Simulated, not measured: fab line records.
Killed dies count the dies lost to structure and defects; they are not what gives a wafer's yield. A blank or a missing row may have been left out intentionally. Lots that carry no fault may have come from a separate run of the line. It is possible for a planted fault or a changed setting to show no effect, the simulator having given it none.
Matching of chambers || flow sky130 || SKY_VIA1_ETCH_15 on rie diel-02: 4 sister chambers
The step etches SiO2 in C4F8/O2/Ar, stops on TiN, target depth 351 nm, time 54 s. 20 wafers are shown with their chamber, then 10 later ones without.

## WAFERS, EACH WITH ITS CHAMBER
{"wafer": "L078.4", "chamber": 1, "oes product au (a.u.)": 0.984}
{"wafer": "L078.5", "chamber": 0, "oes product au (a.u.)": 0.974}
{"wafer": "L078.6", "chamber": 3, "oes product au (a.u.)": 0.979}
{"wafer": "L079.1", "chamber": 1, "oes product au (a.u.)": 0.973}
{"wafer": "L079.2", "chamber": 2, "oes product au (a.u.)": 0.982}
{"wafer": "L079.6", "chamber": 0, "oes product au (a.u.)": 0.964}
{"wafer": "L082.1", "chamber": 1, "oes product au (a.u.)": 0.979}
{"wafer": "L082.4", "chamber": 2, "oes product au (a.u.)": 0.993}
{"wafer": "L082.5", "chamber": 1, "oes product au (a.u.)": 0.976}
{"wafer": "L088.2", "chamber": 0, "oes product au (a.u.)": 0.985}
{"wafer": "L088.3", "chamber": 3, "oes product au (a.u.)": 0.974}
{"wafer": "L088.4", "chamber": 1, "oes product au (a.u.)": 0.976}
{"wafer": "L090.1", "chamber": 0, "oes product au (a.u.)": 0.969}
{"wafer": "L090.4", "chamber": 3, "oes product au (a.u.)": 0.964}
{"wafer": "L090.6", "chamber": 3, "oes product au (a.u.)": 0.964}
{"wafer": "L091.3", "chamber": 2, "oes product au (a.u.)": 0.984}
{"wafer": "L091.5", "chamber": 1, "oes product au (a.u.)": 0.977}
{"wafer": "L091.6", "chamber": 0, "oes product au (a.u.)": 0.973}
{"wafer": "L092.1", "chamber": 3, "oes product au (a.u.)": 0.974}
{"wafer": "L092.3", "chamber": 1, "oes product au (a.u.)": 0.968}

SIGNATURES, as means of the wafers listed above
{"reading": "oes product au", "chamber 0": 0.97300, "chamber 1": 0.97614, "chamber 2": 0.98633, "chamber 3": 0.97100, "scatter within a chamber": 0.00631}
Rule: a wafer lies at a distance from a chamber equal to the root of the sum of squares, over the readings, of (its reading less the chamber's mean, divided by the reading's scatter). The wafer belongs to the nearest chamber; if the next one is less than 2 further off, it can't be placed. The scatter is the square root of a quotient: the sum, over the shown wafers, of each reading's squared deviation from its chamber's mean, divided by wafers minus chambers.

## WAFERS WITHOUT THEIR CHAMBER
{"wafer": "L092.6", "oes product au (a.u.)": 0.991}
{"wafer": "L093.1", "oes product au (a.u.)": 0.987}
{"wafer": "L093.4", "oes product au (a.u.)": 0.986}
{"wafer": "L093.5", "oes product au (a.u.)": 0.978}
{"wafer": "L094.1", "oes product au (a.u.)": 0.980}
{"wafer": "L094.2", "oes product au (a.u.)": 0.986}
{"wafer": "L094.3", "oes product au (a.u.)": 0.976}
{"wafer": "L097.1", "oes product au (a.u.)": 0.980}
{"wafer": "L097.4", "oes product au (a.u.)": 0.975}
{"wafer": "L097.6", "oes product au (a.u.)": 0.978}

## THE CHAMBER EACH PASSED THROUGH
{"wafer": "L092.6", "from the rows above": "can't be placed: 2 or 1", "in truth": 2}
{"wafer": "L093.1", "from the rows above": "can't be placed: 2 or 1", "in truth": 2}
{"wafer": "L093.4", "from the rows above": "can't be placed: 2 or 1", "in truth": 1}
{"wafer": "L093.5", "from the rows above": "can't be placed: 1 or 0 or 3 or 2", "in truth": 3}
{"wafer": "L094.1", "from the rows above": "can't be placed: 1 or 2 or 0 or 3", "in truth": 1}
{"wafer": "L094.2", "from the rows above": "can't be placed: 2 or 1", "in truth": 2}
{"wafer": "L094.3", "from the rows above": "can't be placed: 1 or 0 or 3 or 2", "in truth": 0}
{"wafer": "L097.1", "from the rows above": "can't be placed: 1 or 2 or 0 or 3", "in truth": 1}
{"wafer": "L097.4", "from the rows above": "can't be placed: 1 or 0 or 3 or 2", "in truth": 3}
{"wafer": "L097.6", "from the rows above": "can't be placed: 1 or 0 or 3 or 2", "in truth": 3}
Correct placement for 0 of the 10. Cannot be placed on the basis of these rows: 10; the candidates contain the true chamber in 10. Placed wrongly: 0.
